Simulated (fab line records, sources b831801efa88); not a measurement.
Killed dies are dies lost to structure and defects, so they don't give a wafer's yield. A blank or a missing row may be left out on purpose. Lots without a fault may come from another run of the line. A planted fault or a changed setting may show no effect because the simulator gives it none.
Which tool did it? | flow sky130 | 14 lots, 42 wafers sampled, at 2 steps of a route of 708

WHAT THE GAUGES READ, wafer by wafer
SKY_CONTACT_THK_MEAS_01. Usual: CONTACT_CVD_00_THK 74.6 nm, standard deviation 1.1.
lot  | measured     | on            | CONTACT_CVD_00_THK (nm) | flag
L186 | day 30 13:53 | film_metro-01 | 74.3 73.3 76.1          |
L187 | day 30 19:12 | film_metro-04 | 74.9 76.1 76.6          |
L189 | day 31 04:12 | film_metro-04 | 74.3 75.7 75.5          |
L194 | day 33 11:59 | film_metro-01 | 74.5 76.2 76.0          |
L195 | day 33 13:44 | film_metro-01 | 74.3 75.5 75.7          |
L196 | day 33 20:27 | film_metro-04 | 73.7 74.8 74.6          |
L202 | day 35 16:28 | film_metro-02 | 74.2 73.3 74.8          |
L203 | day 35 23:40 | film_metro-02 | 74.4 75.7 74.3          |
L204 | day 36 08:00 | film_metro-04 | 74.0 75.0 74.6          |
L205 | day 36 12:11 | film_metro-01 | 74.6 75.1 75.1          |
L206 | day 36 19:54 | film_metro-04 | 74.1 74.4 74.8          |
L207 | day 37 04:10 | film_metro-02 | 75.2 75.7 74.6          |
L208 | day 37 06:27 | film_metro-04 | 72.7 75.9 74.7          |
L209 | day 37 12:44 | film_metro-04 | 74.5 74.8 75.1          |

WHICH TOOL RAN EACH LOT (tool, then ch and the chambers of the sampled wafers, then the start)
lot  | SKY_SD_P_EXPOSE_04
L186 | iline_stepper-02 ch 0, day 24 22:02
L187 | iline_stepper-02 ch 0, day 25 03:38
L189 | iline_stepper-02 ch 0, day 25 15:16
L194 | iline_stepper-02, day 28 01:07
L195 | iline_stepper-02, day 28 05:14
L196 | iline_stepper-01 ch 0, day 28 09:50
L202 | iline_stepper-01 ch 0, day 30 11:13
L203 | iline_stepper-01 ch 0, day 30 18:42
L204 | iline_stepper-02 ch 0, day 31 04:13
L205 | iline_stepper-01 ch 0, day 31 09:53
L206 | iline_stepper-02 ch 0, day 31 16:07
L207 | iline_stepper-02 ch 0, day 32 02:44
L208 | iline_stepper-02 ch 0, day 32 04:12
L209 | iline_stepper-01 ch 0, day 32 11:46
- SKY_SD_P_EXPOSE_04: exposes mask PSDM, target cd 380 nm.

WHAT THE TOOLS THEMSELVES READ (means of the sampled wafers that have a number; where no wafer has one, the mark that the record gives instead)
SKY_SD_P_EXPOSE_04. Usual: exposure_dose_mJ_cm2 137.96, standard deviation 0.14; focus_offset_nm 0.0 nm, standard deviation 0.58; stage_vel_mm_s 499.97 mm/s, standard deviation 0.23.
lot  | tool             | exposure_dose_mJ_cm2 | focus_offset_nm (nm) | stage_vel_mm_s (mm/s) | flag
L186 | iline_stepper-02 | 137.81               | -0.1                 | 500.13                |
L187 | iline_stepper-02 | 138.12               | 0.0                  | 499.98                |
L189 | iline_stepper-02 | 138.02               | -0.4                 | 500.03                |
L194 | iline_stepper-02 | -                    | -                    | -                     | OFF
L195 | iline_stepper-02 | -                    | -                    | -                     | OFF
L196 | iline_stepper-01 | 137.92               | -0.5                 | 500.14                |
L202 | iline_stepper-01 | 137.85               | -0.7                 | 500.04                |
L203 | iline_stepper-01 | 137.81               | 0.7                  | 499.74                |
L204 | iline_stepper-02 | 137.91               | -0.4                 | 500.16                |
L205 | iline_stepper-01 | 137.94               | 0.3                  | 499.73                |
L206 | iline_stepper-02 | 137.90               | 0.4                  | 500.01                |
L207 | iline_stepper-02 | 137.99               | 0.4                  | 499.95                |
L208 | iline_stepper-02 | 138.15               | 0.2                  | 499.83                |
L209 | iline_stepper-01 | 137.98               | -0.1                 | 499.81                |

THE ANSWER, worked out from the rows above alone
Rule: a lot is off if the mean of its wafers that have a number lies more than 3 standard deviations from the usual mean. A lot without any number at a reading at which 4 lots or more have one is off too. The other lots that the step has rows for count as sound. The gauges are gone through in route order, then the tools' own readings, and for those a lot's mean is taken as printed above. The first step at which some lot is off is used, and at that step the reading that is off furthest; a lot without a number counts as furthest.
Off: L194, L195, at SKY_SD_P_EXPOSE_04 (exposure_dose_mJ_cm2). Without a number there: L194, L195.
A tool fits if, at that step or a process step before it, it ran every lot that is off, and no sound lot after the first of them. None of those tried fits.

WHAT THE SIMULATOR HAD PUT IN
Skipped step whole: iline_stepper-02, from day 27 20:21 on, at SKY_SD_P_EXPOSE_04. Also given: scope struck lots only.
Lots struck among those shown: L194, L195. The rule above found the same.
